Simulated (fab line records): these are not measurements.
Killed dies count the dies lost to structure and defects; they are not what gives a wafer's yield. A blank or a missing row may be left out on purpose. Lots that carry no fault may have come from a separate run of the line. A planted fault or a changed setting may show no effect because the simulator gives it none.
fab line records ; flow sky130
[record] lots = 6; wafers = 18; last-day = 49
route steps=708 shown CONTACT@422 METAL1@434 PAD_OPEN@708
lots untouched by any fault: they come from a run of this same line in which no faults occurred
start-h: the number of hours between the record's first day and the start of the first shown wafer of the lot ; wait-h: hours elapsed since this lot's preceding step ; " unchanged from the row above ; L1.1+2: one row covering several wafers at once ; - either no value or no given start ; * or withheld: withheld ; < > ~ a bound
route shown NAME@n: a module of which the file shows steps, and the number in the route of the first ; usual: the fault-free wafers' mean and standard deviation ; same: alike in all rows ; chamber/n: place in a boat ; sites: per-site readings ; _std_site: the standard deviation of these ; _edge_site: outer sites' mean less inner sites' ; radius-mm: for every site, how far away it sits from the centre of the wafer ; mask NAME#n: copy n ; behind: tool/chamber where the wafer was last shaped ; hold: the reason the lot was held/the length of the hold in hours/how it ended ; device: whichever transistor did not switch (one of n, p or np) ; end of line: the route-end tests of the same wafers ; step lacking rows: just its recipe ; killed: dies that structure and defects cost at the first sort, which is not the same as the wafer's yield ; map: per-die view of a wafer (x killed, . not killed, _ where there is no die)
set.NAME: the setting the step ran with; set.NAME@STEP: the setting that earlier step ran with ; model.NAME: the simulator's own value behind a step, which no gauge read
lots seen at some steps along the route; tables by step, rows by wafer
services: when a tool's chamber went out of use (start-h, in hours from the record's first day, below 0 if earlier), for how many hours, and the reason
[[steps]]
[step SKY_CONTACT_ETCH_16]
[recipe] chemistry = N2/H2; target = BARC; ion-energy-ev = 200; source-w = 500; bias-w = 100; pressure-mtorr = 30; n2-flow-sccm = 100; h2-flow-sccm = 200; stop-on = SiO2; time-s = 45.9; target-depth-a = 600
[step SKY_CONTACT_ETCH_17]
[recipe] target = SiO2; chemistry = C4F8/O2/Ar; stop-on = Si3N4; mask-material = KrF-thick; source-w = 1500; bias-w = 1200; pressure-mtorr = 40; c4f8-flow-sccm = withheld; O2_flow_sccm = 6; Ar_flow_sccm = 300; time-s = withheld; target-depth-a = 3400
[step SKY_CONTACT_ETCH_18]
[recipe] target = Si3N4; chemistry = CHF3/O2; stop-on = TiN; source-w = 600; bias-w = 200; pressure-mtorr = 40; chf3-flow-sccm = 50; O2_flow_sccm = 5; time-s = 39; target-depth-a = 750
[step SKY_CONTACT_STRIP_19]
[recipe] chemistry = O2/N2; power-w = 1400; pressure-mtorr = 1500; platen-temp-c = withheld; o2-flow-sccm = 3000; n2-flow-sccm = 300; overash-fraction = 0.5
[usual] drypump-motor-current-A = 5.9/0.31; o2-flow-sccm = 2998/8.6; oes-product-au = 0.382/0.0047; strip-time-to-endpoint-s = 3.63/0.039
lot.wafer;tool;chamber;start-h;wait-h;drypump-motor-current-A;o2-flow-sccm;oes-product-au;rf-hours-counter-h;strip-time-to-endpoint-s
L163.1;plasma-asher-01;1;755.89;-;6.4;2978;0.383;97;3.61
L163.3;plasma-asher-01;1;755.89;-;6.4;2986;0.381;-;3.63
L163.5;plasma-asher-01;0;755.89;-;6.2;2993;0.380;-;3.60
L164.2;plasma-asher-04;0;793.94;-;5.4;2993;0.375;5;3.65
L164.3;plasma-asher-04;1;793.94;-;5.6;3008;0.380;-;3.60
L164.4;plasma-asher-04;0;793.94;-;5.4;3002;0.382;-;3.68
L171.2;plasma-asher-04;0;824.94;-;5.4;2993;0.384;8;3.65
L171.4;plasma-asher-04;0;824.94;-;5.4;3002;0.380;-;3.65
L171.6;plasma-asher-04;1;824.94;-;5.6;2993;0.382;-;3.66
L177.2;plasma-asher-03;1;865.39;-;5.7;2998;0.380;70;3.62
L177.4;plasma-asher-03;1;865.39;-;5.7;3024;0.379;-;3.64
L177.6;plasma-asher-03;0;865.39;-;6.0;3010;0.375;-;3.56
L178.1;plasma-asher-03;0;875.09;-;6.0;3004;0.379;71;3.69
L178.2;plasma-asher-03;1;875.09;-;5.7;2991;0.376;71;3.58
L178.3;plasma-asher-03;1;875.09;-;5.7;2996;0.388;-;3.68
L179.1;plasma-asher-03;0;888.94;-;6.0;2985;0.386;73;3.62
L179.2;plasma-asher-03;1;888.94;-;5.7;2992;0.379;73;3.65
L179.4;plasma-asher-03;1;888.94;-;5.7;3009;0.374;-;3.64
[step SKY_CONTACT_STRIP_20]
[recipe] chemistry = post-etch-residue-remover; time-s = 1200; temp-c = 72.5
[step SKY_CONTACT_CLEAN_21]
[recipe] chemistry = IPA; time-s = 180; temp-c = 25
[step SKY_CONTACT_CLEAN_22]
[recipe] chemistry = O3/DIW; dry = n2-spin
[step SKY_CONTACT_SPUTTER_23]
[recipe] material = TiN; target-thk-nm = 20; chamber-pressure-pa = 5; power-w = 4000; time-s = 80
[usual] chamber-pressure-pa = 5.000/0.011; throttle-valve-pct = 29.9/0.73
lot.wafer;tool;chamber;start-h;wait-h;chamber-pressure-pa;throttle-valve-pct
L163.1;pvd-sputter-02;-;756.48;0.0;5.009;29.3
L163.3;pvd-sputter-02;-;756.48;0.0;5.011;29.4
L163.5;pvd-sputter-02;-;756.48;0.0;5.021;30.7
L164.2;pvd-sputter-04;-;794.56;0.0;4.993;31.2
L164.3;pvd-sputter-04;-;794.56;0.0;5.001;30.1
L164.4;pvd-sputter-04;-;794.56;0.0;5.006;30.2
L171.2;pvd-sputter-01;-;825.54;0.0;5.014;27.8
L171.4;pvd-sputter-01;-;825.54;0.0;5.011;30.1
L171.6;pvd-sputter-01;-;825.54;0.0;5.013;30.0
L177.2;pvd-sputter-04;-;865.99;0.0;4.980;30.3
L177.4;pvd-sputter-04;-;865.99;0.0;5.001;30.0
L177.6;pvd-sputter-04;-;865.99;0.0;4.984;30.9
L178.1;pvd-sputter-02;-;875.68;0.0;5.002;29.3
L178.2;pvd-sputter-02;-;875.68;0.0;4.993;30.2
L178.3;pvd-sputter-02;-;875.68;0.0;4.996;30.6
L179.1;pvd-sputter-01;-;889.54;0.0;5.001;27.9
L179.2;pvd-sputter-01;-;889.54;0.0;5.007;29.8
L179.4;pvd-sputter-01;-;889.54;0.0;4.983;29.7
[step SKY_CONTACT_CVD_24]
[recipe] material = W; target-thk-nm = 340; time-s = 102.12; temp-c = 400; pressure-torr = 40
[usual] heater-power-w = 901/88
lot.wafer;tool;chamber;start-h;wait-h;heater-power-w
L163.1;cvd-w-02;0;756.54;0.0;1035
L163.3;cvd-w-02;0;756.54;0.0;1032
L163.5;cvd-w-02;1;756.54;0.0;881
L164.2;cvd-w-02;0;794.62;0.0;1049
L164.3;cvd-w-02;0;794.62;0.0;1034
L164.4;cvd-w-02;1;794.62;0.0;877
L171.2;cvd-w-02;0;825.60;0.0;1015
L171.4;cvd-w-02;1;825.60;0.0;857
L171.6;cvd-w-02;0;825.60;0.0;1021
L177.2;cvd-w-02;1;866.06;0.0;851
L177.4;cvd-w-02;0;866.06;0.0;1030
L177.6;cvd-w-02;1;866.06;0.0;862
L178.1;cvd-w-02;1;875.74;0.0;884
L178.2;cvd-w-02;0;875.74;0.0;1031
L178.3;cvd-w-02;0;875.74;0.0;1046
L179.1;cvd-w-01;1;889.60;0.0;883
L179.2;cvd-w-01;0;889.60;0.0;823
L179.4;cvd-w-01;0;889.60;0.0;797
[step SKY_CONTACT_RS_MEAS_25]
[recipe] thk-meas-gauge = four-point-probe; reads = W_of_CONTACT_CVD_24+TiN_of_CONTACT_SPUTTER_23
[usual] CONTACT_W_RS = 0.338/0.0049
lot.wafer;tool;chamber;start-h;wait-h;CONTACT_W_RS[ohm/sq]
L163.1;film-metro-01;-;756.65;0.1;0.330
L163.3;film-metro-01;-;756.65;0.1;0.328
L163.5;film-metro-01;-;756.65;0.1;0.342
L164.2;film-metro-01;-;794.75;0.1;0.334
L164.3;film-metro-01;-;794.75;0.1;0.335
L164.4;film-metro-01;-;794.75;0.1;0.341
L171.2;film-metro-01;-;825.73;0.1;0.334
L171.4;film-metro-01;-;825.73;0.1;0.344
L171.6;film-metro-01;-;825.73;0.1;0.333
L177.2;film-metro-01;-;866.19;0.1;0.341
L177.4;film-metro-01;-;866.19;0.1;0.331
L177.6;film-metro-01;-;866.19;0.1;0.340
L178.1;film-metro-01;-;875.85;0.1;0.337
L178.2;film-metro-01;-;875.85;0.1;0.327
L178.3;film-metro-01;-;875.85;0.1;0.327
L179.1;film-metro-03;-;889.71;0.1;0.341
L179.2;film-metro-03;-;889.71;0.1;0.340
L179.4;film-metro-03;-;889.71;0.1;0.344
[step SKY_CONTACT_THK_MEAS_26]
[recipe] thk-meas-gauge = xrf; reads = W_of_CONTACT_CVD_24
[usual] CONTACT_W_THK = 340/5.6
lot.wafer;tool;chamber;start-h;wait-h;CONTACT_W_THK[nm]
L163.1;film-metro-01;-;756.77;0.1;347
L163.3;film-metro-01;-;756.77;0.1;350
L163.5;film-metro-01;-;756.77;0.1;335
L164.2;film-metro-01;-;794.86;0.1;341
L164.3;film-metro-01;-;794.86;0.1;343
L164.4;film-metro-01;-;794.86;0.1;333
L171.2;film-metro-01;-;825.84;0.1;342
L171.4;film-metro-01;-;825.84;0.1;331
L171.6;film-metro-01;-;825.84;0.1;344
L177.2;film-metro-01;-;866.30;0.1;338
L177.4;film-metro-01;-;866.30;0.1;350
L177.6;film-metro-01;-;866.30;0.1;339
L178.1;film-metro-01;-;875.97;0.1;345
L178.2;film-metro-01;-;875.97;0.1;352
L178.3;film-metro-01;-;875.97;0.1;355
L179.1;film-metro-03;-;889.83;0.1;340
L179.2;film-metro-03;-;889.83;0.1;342
L179.4;film-metro-03;-;889.83;0.1;341
[step SKY_CONTACT_CMP_27]
[recipe] stop-on = SiO2; t-overpolish-s = 15; down-force-psi = 3.5; platen-rpm = 60; target-thk-nm = 0; pad-velocity-m-s = 0.94248
[usual] motor-current-A = 11.3/1.3; overpolish-run-s = 15.000/0.0093; slurry-flow-ml-min = 150.0/0.46; time-to-endpoint-s = 84/4.1
lot.wafer;tool;chamber;start-h;wait-h;motor-current-A;overpolish-run-s;slurry-flow-ml-min;time-to-endpoint-s
L163.1;cmp-01;2;757.10;0.3;11.6;14.979;149.2;87
L163.3;cmp-01;0;757.10;0.3;12.9;14.992;149.7;84
L163.5;cmp-01;3;757.10;0.3;11.0;15.000;150.9;81
L164.4;cmp-02;3;794.91;0.0;8.8;14.995;150.3;81
L164.3;cmp-02;1;794.91;0.0;10.5;15.005;149.6;87
L164.2;cmp-02;2;794.91;0.0;11.9;14.998;149.8;89
L171.4;cmp-01;3;825.89;0.0;10.0;14.997;149.4;75
L171.2;cmp-01;2;825.89;0.0;11.3;15.010;150.7;83
L171.6;cmp-01;0;825.89;0.0;13.5;14.998;149.3;82
L177.4;cmp-01;2;866.35;0.0;11.3;14.990;149.4;83
L177.2;cmp-01;0;866.35;0.0;12.9;14.988;150.1;77
L177.6;cmp-01;2;866.35;0.0;12.1;15.005;149.3;81
L178.2;cmp-01;0;876.03;0.0;13.3;14.996;150.2;84
L178.3;cmp-01;1;876.03;0.0;12.9;15.001;149.9;85
L178.1;cmp-01;3;876.03;0.0;10.1;14.985;149.3;78
L179.2;cmp-02;0;889.96;0.1;11.6;14.995;150.0;83
L179.1;cmp-02;2;889.96;0.1;11.5;14.989;149.8;83
L179.4;cmp-02;3;889.96;0.1;8.6;15.006;149.2;74
[step SKY_METAL1_SPUTTER_00]
[recipe] material = Ti; target-thk-nm = 15; power-w = 3000; time-s = 10; chamber-pressure-pa = 0.4
[usual] chamber-pressure-pa = 0.3999/0.00078; throttle-valve-pct = 29.4/0.94
lot.wafer;tool;chamber;start-h;wait-h;chamber-pressure-pa;throttle-valve-pct;model.Ti_of_METAL1_SPUTTER_00.thk-nm
L163.1;pvd-sputter-01;-;757.40;0.2;0.4000;29.8;15.06
L163.3;pvd-sputter-01;-;757.40;0.2;0.3992;30.0;14.93
L163.5;pvd-sputter-01;-;757.40;0.2;0.4003;29.8;14.82
L164.2;pvd-sputter-02;-;795.21;0.1;0.4001;29.4;11.25
L164.3;pvd-sputter-02;-;795.21;0.1;0.3991;30.5;10.9
L164.4;pvd-sputter-02;-;795.21;0.1;0.3997;30.3;11.11
L171.2;pvd-sputter-02;-;826.19;0.1;0.3997;29.2;11.23
L171.4;pvd-sputter-02;-;826.19;0.1;0.4000;29.3;11.39
L171.6;pvd-sputter-02;-;826.19;0.1;0.3989;30.1;11.33
L177.2;pvd-sputter-01;-;866.65;0.1;0.3997;30.0;14.97
L177.4;pvd-sputter-01;-;866.65;0.1;0.3998;28.0;14.94
L177.6;pvd-sputter-01;-;866.65;0.1;0.3982;27.8;14.86
L178.1;pvd-sputter-01;-;876.33;0.1;0.4031;29.7;15
L178.2;pvd-sputter-01;-;876.33;0.1;0.3995;29.6;14.87
L178.3;pvd-sputter-01;-;876.33;0.1;0.4003;27.8;14.53
L179.1;pvd-sputter-02;-;890.26;0.1;0.3995;29.6;15
L179.2;pvd-sputter-02;-;890.26;0.1;0.3992;29.4;14.84
L179.4;pvd-sputter-02;-;890.26;0.1;0.3995;30.3;14.89
[step SKY_METAL1_SPUTTER_01]
[recipe] material = TiN; target-thk-nm = 20; power-w = 6500; time-s = 16.7; chamber-pressure-pa = 0.4
[usual] chamber-pressure-pa = 0.4001/0.00079; throttle-valve-pct = 29.5/0.93
lot.wafer;tool;chamber;start-h;wait-h;chamber-pressure-pa;throttle-valve-pct
L163.1;pvd-sputter-01;-;757.43;0.0;0.4001;29.7
L163.3;pvd-sputter-01;-;757.43;0.0;0.4009;30.4
L163.5;pvd-sputter-01;-;757.43;0.0;0.4004;29.9
L164.2;pvd-sputter-02;-;795.23;0.0;0.3984;29.2
L164.3;pvd-sputter-02;-;795.23;0.0;0.4006;30.2
L164.4;pvd-sputter-02;-;795.23;0.0;0.3992;30.5
L171.2;pvd-sputter-02;-;826.21;0.0;0.4005;29.2
L171.4;pvd-sputter-02;-;826.21;0.0;0.4000;29.5
L171.6;pvd-sputter-02;-;826.21;0.0;0.4002;30.6
L177.2;pvd-sputter-01;-;866.67;0.0;0.3998;29.8
L177.4;pvd-sputter-01;-;866.67;0.0;0.4016;28.2
L177.6;pvd-sputter-01;-;866.67;0.0;0.4007;27.9
L178.1;pvd-sputter-01;-;876.35;0.0;0.3999;29.7
L178.2;pvd-sputter-01;-;876.35;0.0;0.3994;29.9
L178.3;pvd-sputter-01;-;876.35;0.0;0.3995;27.9
L179.1;pvd-sputter-02;-;890.28;0.0;0.4011;29.5
L179.2;pvd-sputter-02;-;890.28;0.0;0.4003;29.5
L179.4;pvd-sputter-02;-;890.28;0.0;0.4006;30.4
[step SKY_PAD_OPEN_PROBE_99]
[usual] defect-limited-yield = 82.9/2; killed_at_M0_to_M3 = 42/7.4; killed_at_M4_up = 3.3/2.1; killed-at-contacts = 24/5.3; killed-at-front-end = 15/4.5; killed-at-other = 0.3/0.57; killed-dies = 84/10; killed-open = 46/7.5; killed-short = 38/6.4; sort_bin_3_pad_short = 0.9/0.44; sort_bin_5_function = 10.2/1.5; sort_bin_6_memory = 6.0/1.1; sort-n-pass = 408/10; sort-yield-pct = 82.9/2
[same] gross-dies = 492; killed-at-back-side = 0; sort_bin_4_leakage[%] = 0; sort_bin_8_speed[%] = 0
lot.wafer;tool;chamber;start-h;wait-h;defect-limited-yield[%];killed_at_M0_to_M3;killed_at_M4_up;killed-at-contacts;killed-at-front-end;killed-at-other;killed-dies;killed-open;killed-short;sort_bin_3_pad_short[%];sort_bin_5_function[%];sort_bin_6_memory[%];sort-n-pass;sort-yield-pct[%]
L171.2;prober-01;-;1142.46;0.1;78.3;41;8;36;22;0;107;65;42;0.8;12.6;8.3;385;78.3
L171.4;prober-01;-;1142.56;0.2;85.0;42;4;22;6;0;74;45;29;0.6;8.9;5.5;418;85.0
L171.6;prober-01;-;1142.66;0.2;81.5;52;1;22;16;0;91;51;40;0.6;12.4;5.5;401;81.5
L179.1;prober-01;-;1185.66;0.1;84.1;40;9;18;11;0;78;43;35;1.0;10.6;4.3;414;84.1
L179.2;prober-01;-;1185.71;0.1;82.3;43;4;22;17;1;87;45;41;0.8;10.8;6.1;405;82.3
L179.4;prober-01;-;1185.81;0.2;82.9;45;1;20;17;1;84;37;47;0.8;10.8;5.5;408;82.9
// killed by level:class
L171.2 CONTACT:geometric-particle:open=14 LI_CONTACT:geometric-particle:open=13 VIA1:geometric-particle:open=10 VIA3:geometric-particle:open=8 FIELD_ISO:geometric-particle:short=6 METAL3:geometric-particle:short=6 METAL4:geometric-particle:short=6 POLY_GATE:geometric-particle:open=5
L171.4 VIA1:geometric-particle:open=13 LI_CONTACT:geometric-particle:open=8 VIA2:geometric-particle:short=8 CONTACT:geometric-particle:open=8 VIA3:geometric-particle:open=5 METAL2:geometric-particle:short=4 VIA2:geometric-particle:open=4 CONTACT:geometric-particle:short=3
L171.6 VIA1:geometric-particle:open=16 CONTACT:geometric-particle:open=9 VIA3:geometric-particle:short=7 VIA3:geometric-particle:open=6 POLY_GATE:geometric-particle:open=5 LOCAL_INTERCONNECT:geometric-particle:short=5 METAL1:geometric-particle:short=5 METAL2:geometric-particle:short=5
L179.1 CONTACT:geometric-particle:open=9 VIA3:geometric-particle:open=6 METAL2:geometric-particle:short=6 METAL4:geometric-particle:short=6 VIA2:geometric-particle:short=5 LI_CONTACT:geometric-particle:open=5 VIA1:geometric-particle:open=5 VIA2:geometric-particle:open=5
L179.2 VIA1:geometric-particle:open=11 VIA2:geometric-particle:open=9 CONTACT:geometric-particle:open=6 METAL1:geometric-particle:short=6 LI_CONTACT:geometric-particle:short=5 FIELD_ISO:geometric-particle:open=4 POLY_GATE:geometric-particle:short=4 LOCAL_INTERCONNECT:geometric-particle:short=4
L179.4 VIA1:geometric-particle:open=9 CONTACT:geometric-particle:open=8 METAL1:geometric-particle:short=7 FIELD_ISO:geometric-particle:short=5 LOCAL_INTERCONNECT:geometric-particle:short=5 METAL2:geometric-particle:short=5 VIA2:geometric-particle:short=5 VIA2:geometric-particle:open=5
[[services]]
tool;chamber;start-h;hours;kind
plasma-asher-04;-;733.75;9.0;pm
cvd-w-02;-;736.46;11.6;repair
plasma-asher-03;-;743.87;2.8;pm
cmp-01;-;748.80;0.8;repair
cmp-02;-;752.98;2.5;repair
cmp-02;-;755.43;4.0;pm
cmp-02;-;768.79;0.3;repair
plasma-asher-03;-;772.51;3.8;repair
pvd-sputter-02;-;775.32;1.7;repair
pvd-sputter-01;2;777.36;-;consumable-replace:kit
pvd-sputter-01;2;777.36;18.0;scheduled-down
pvd-sputter-01;-;784.47;0.7;repair
cmp-01;-;795.94;4.1;pm
plasma-asher-03;-;796.01;2.4;repair
cmp-02;-;804.61;3.9;pm
cmp-01;-;810.89;1.0;repair
plasma-asher-01;-;818.64;16.4;pm
pvd-sputter-01;-;857.15;2.5;repair
pvd-sputter-04;-;858.45;7.5;repair
cmp-01;-;858.53;0.3;repair
cmp-02;-;862.50;1.3;repair
pvd-sputter-01;-;868.29;0.9;repair
cmp-01;-;884.17;4.1;pm
cmp-01;-;889.37;1.1;repair
[[key]]
first-sign none at tools or gauges
[model-effect] step = SKY_METAL1_SPUTTER_00; value = Ti_of_METAL1_SPUTTER_00.thk-nm; without = 14.98; struck = 11.2
met-at SKY_METAL1_SPUTTER_00
struck-wafers L164.2,L164.3,L164.4,L171.2,L171.4,L171.6
also-fits SKY_CONTACT_STRIP_19:plasma-asher-04
[fault] kind = process-parameter-drift; tool = pvd-sputter-02; chamber = -; onset-h = 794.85; steps = SKY_METAL1_SPUTTER_00; channel = time-s; offset = *; shape = step; end-h = 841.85; acts-in = *; stated = *
